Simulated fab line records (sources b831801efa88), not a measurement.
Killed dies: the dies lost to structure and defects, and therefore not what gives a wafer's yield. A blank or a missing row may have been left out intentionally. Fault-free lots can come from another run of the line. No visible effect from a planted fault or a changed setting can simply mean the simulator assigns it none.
The tool behind it: which one?	flow sky130	14 lots with 42 wafers sampled at 2 steps, on a route of 708 steps

WHAT THE GAUGES SHOWED, per wafer
SKY_CONTACT_RS_MEAS_25: a four-point-probe measurement.
lot	measured	on	CONTACT_W_RS (ohm/sq)
L577	day 31 10:54	film_metro-03	0.332 0.335 0.329
L578	day 32 00:01	film_metro-01	0.328 0.330 0.331
L579	day 32 05:11	film_metro-02	0.340 0.344 0.341
L580	day 32 13:47	film_metro-01	0.335 0.336 0.334
L582	day 33 09:38	film_metro-03	0.345 0.344 0.341
L586	day 34 10:53	film_metro-03	0.332 0.331 0.336
L589	day 35 15:23	film_metro-02	0.338 0.336 0.335
L591	day 35 22:50	film_metro-02	0.327 0.332 0.333
L592	day 36 10:35	film_metro-02	0.340 0.346 0.341
L594	day 37 09:38	film_metro-03	0.333 0.332 0.332
L595	day 37 18:25	film_metro-02	0.336 0.336 0.341
L596	day 37 20:26	film_metro-02	0.336 0.337 0.335
L597	day 38 00:10	film_metro-02	0.337 0.335 0.338
L600	day 38 12:02	film_metro-02	0.336 0.333 0.333

WHAT TOOL EACH LOT RAN ON (gives the tool, then ch and the chambers of the sampled wafers, and finally the start)
lot	SKY_LOCAL_INTERCONNECT_METAL_ETCH_14
L577	rie_metal-03 ch 0,1, day 30 04:11
L578	rie_metal-03 ch 0,1, day 30 17:35
L579	rie_metal-04 ch 0,1, day 30 23:43
L580	rie_metal-04 ch 1, day 31 07:11
L582	rie_metal-04 ch 1, day 32 05:09
L586	rie_metal-04 ch 0,1, day 33 07:11
L589	rie_metal-02 ch 0,1, day 34 10:28
L591	rie_metal-03 ch 0,1, day 34 18:34
L592	rie_metal-03 ch 0,1, day 35 06:11
L594	rie_metal-04 ch 0,1, day 36 05:40
L595	rie_metal-04 ch 0, day 36 14:43
L596	rie_metal-02 ch 0,1, day 36 15:27
L597	rie_metal-04 ch 0, day 36 19:36
L600	rie_metal-02 ch 0,1, day 37 07:46
- SKY_LOCAL_INTERCONNECT_METAL_ETCH_14: etches TiN in Cl2/BCl3, stops on PSG, target depth 110 nm, time 31.4 s.

WHAT THE TOOLS THEMSELVES READ (means of the sampled wafers that have a number; where no wafer has one, the mark that the record gives instead)
SKY_LOCAL_INTERCONNECT_METAL_ETCH_14.
lot	tool	drypump_motor_current_A (A)	oes_product_au (a.u.)	throttle_valve_pct (%)
L577	rie_metal-03	5.1	0.952	21.898
L578	rie_metal-03	5.1	0.935	21.903
L579	rie_metal-04	6.1	0.940	21.907
L580	rie_metal-04	5.7	0.936	21.900
L582	rie_metal-04	5.7	0.930	21.913
L586	rie_metal-04	5.9	0.942	21.897
L589	rie_metal-02	5.9	0.943	21.890
L591	rie_metal-03	5.1	0.940	21.903
L592	rie_metal-03	5.1	0.930	21.911
L594	rie_metal-04	6.1	0.949	21.897
L595	rie_metal-04	6.3	0.930	21.912
L596	rie_metal-02	5.9	0.943	21.901
L597	rie_metal-04	6.3	0.936	21.907
L600	rie_metal-02	5.8	0.942	21.897

THE ANSWER, worked out from the rows above alone
Rule: the lots themselves supply what counts as usual. Put in order of their means at a reading, lots are off if they are a third of the lots or fewer, leave a main group of 4 or more, and stand apart from it by a gap of 3 or more times the standard deviation of the main group's means; of several such gaps the widest counts. The tables above print the reading to a certain number of digits; a main group whose means all agree to those digits is not used. A lot without any number at a reading at which 4 lots or more have one is off too. Any other lot the step has rows for is counted as sound. Order of review: gauges by route order, followed by the tools' own readings, for which a lot's mean as printed above is used. The first step at which some lot is off is used, and at that step the reading that is off furthest; a lot without a number counts as furthest.
Across all readings shown, no lot is off: no conclusion can be drawn from this.

WHAT THE SIMULATOR PUT IN
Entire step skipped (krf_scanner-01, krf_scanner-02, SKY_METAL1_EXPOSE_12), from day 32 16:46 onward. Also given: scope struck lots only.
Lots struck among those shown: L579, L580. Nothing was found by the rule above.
